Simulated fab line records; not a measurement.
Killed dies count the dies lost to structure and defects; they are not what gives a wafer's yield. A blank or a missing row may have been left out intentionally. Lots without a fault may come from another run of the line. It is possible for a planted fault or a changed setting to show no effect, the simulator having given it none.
Chamber matching    flow sky130    4 sister chambers for SKY_LI_CONTACT_CMP_02 on cmp-01
The step polishes PSG. 33 wafers are shown with their chamber, then 12 later ones without.

WAFERS WITH THEIR CHAMBER
wafer   chamber  motor current A (A)  time to endpoint s (s)  slurry filter dp kPa (kPa)
L074.2  0        10.8                 31.6                    13.40
L074.4  1        11.5                 30.5                    13.48
L074.5  2        12.8                 31.0                    13.36
L076.2  1        11.2                 30.0                    13.36
L076.4  0        10.8                 35.2                    13.75
L076.5  2        13.2                 34.5                    13.58
L075.2  1        11.2                 31.7                    13.39
L075.5  3        11.1                 33.2                    13.49
L075.6  0        11.3                 30.6                    13.52
L077.2  0        10.7                 28.1                    13.52
L077.3  2        14.1                 31.2                    13.69
L077.5  2        13.3                 32.8                    13.73
L078.2  1        11.3                 25.5                    13.67
L078.4  0        10.7                 29.3                    13.39
L078.6  2        13.6                 30.9                    13.41
L079.1  0        10.6                 30.5                    13.62
L079.3  1        11.6                 30.2                    13.20
L079.6  3        11.1                 32.2                    13.75
L080.1  1        11.8                 31.3                    13.38
L080.2  3        10.6                 33.2                    13.25
L080.5  1        11.8                 31.8                    13.45
L082.1  1        11.8                 26.1                    13.36
L082.4  2        13.2                 30.4                    13.50
L082.6  1        11.9                 29.6                    13.54
L084.2  3        10.4                 32.6                    13.36
L084.5  2        13.6                 30.2                    13.58
L084.6  1        11.8                 25.0                    13.61
L088.1  3        10.3                 29.1                    13.65
L088.5  0        11.1                 26.5                    13.40
L088.6  1        12.1                 27.8                    13.42
L091.1  1        11.8                 29.1                    13.53
L091.3  3        11.3                 33.6                    13.46
L091.4  0        11.0                 31.8                    13.53

SIGNATURES, as means of the wafers listed above
reading               chamber 0  chamber 1  chamber 2  chamber 3  scatter within a chamber
motor current A       10.875     11.650     13.400     10.800     0.333
time to endpoint s    30.450     29.050     31.571     32.317     2.19
slurry filter dp kPa  13.5162    13.4492    13.5500    13.4933    0.14
Rule: for a wafer and a chamber, the distance is found by dividing, reading by reading, the gap between the wafer's reading and the chamber's mean by the reading's scatter, squaring, summing and taking the root. If the next closest chamber is less than 2 further off than the closest, the wafer can't be placed; otherwise it belongs to the closest. The scatter: take each reading less its chamber's mean, square it, sum over the shown wafers, divide by the number of wafers less the number of chambers, and take the root.

WAFERS WHOSE CHAMBER IS MISSING
wafer   motor current A (A)  time to endpoint s (s)  slurry filter dp kPa (kPa)
L093.1  11.8                 29.3                    13.68
L093.3  13.0                 33.5                    13.69
L093.5  10.8                 29.8                    13.34
L094.1  10.7                 34.8                    13.46
L094.5  11.5                 32.7                    13.45
L094.6  11.3                 31.3                    13.46
L095.3  13.1                 34.3                    13.79
L095.4  11.2                 30.4                    13.42
L095.5  13.3                 28.8                    13.64
L096.2  10.8                 37.7                    13.55
L096.3  10.9                 35.8                    13.21
L096.4  11.9                 33.2                    13.50

WHICH CHAMBER EACH WENT THROUGH
wafer   from the rows above           in truth
L093.1  can't be placed: 1 or 0 or 3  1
L093.3  2                             2
L093.5  can't be placed: 0 or 3 or 1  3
L094.1  can't be placed: 3 or 0       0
L094.5  can't be placed: 1 or 3 or 0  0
L094.6  can't be placed: 0 or 1 or 3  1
L095.3  2                             2
L095.4  can't be placed: 0 or 1 or 3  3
L095.5  2                             2
L096.2  can't be placed: 3 or 0       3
L096.3  can't be placed: 3 or 0 or 1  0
L096.4  can't be placed: 1 or 0 or 3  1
3 of 12 placed correctly. Cannot be placed on the basis of these rows: 9; the candidates contain the true chamber in 9. Wrongly placed: 0.
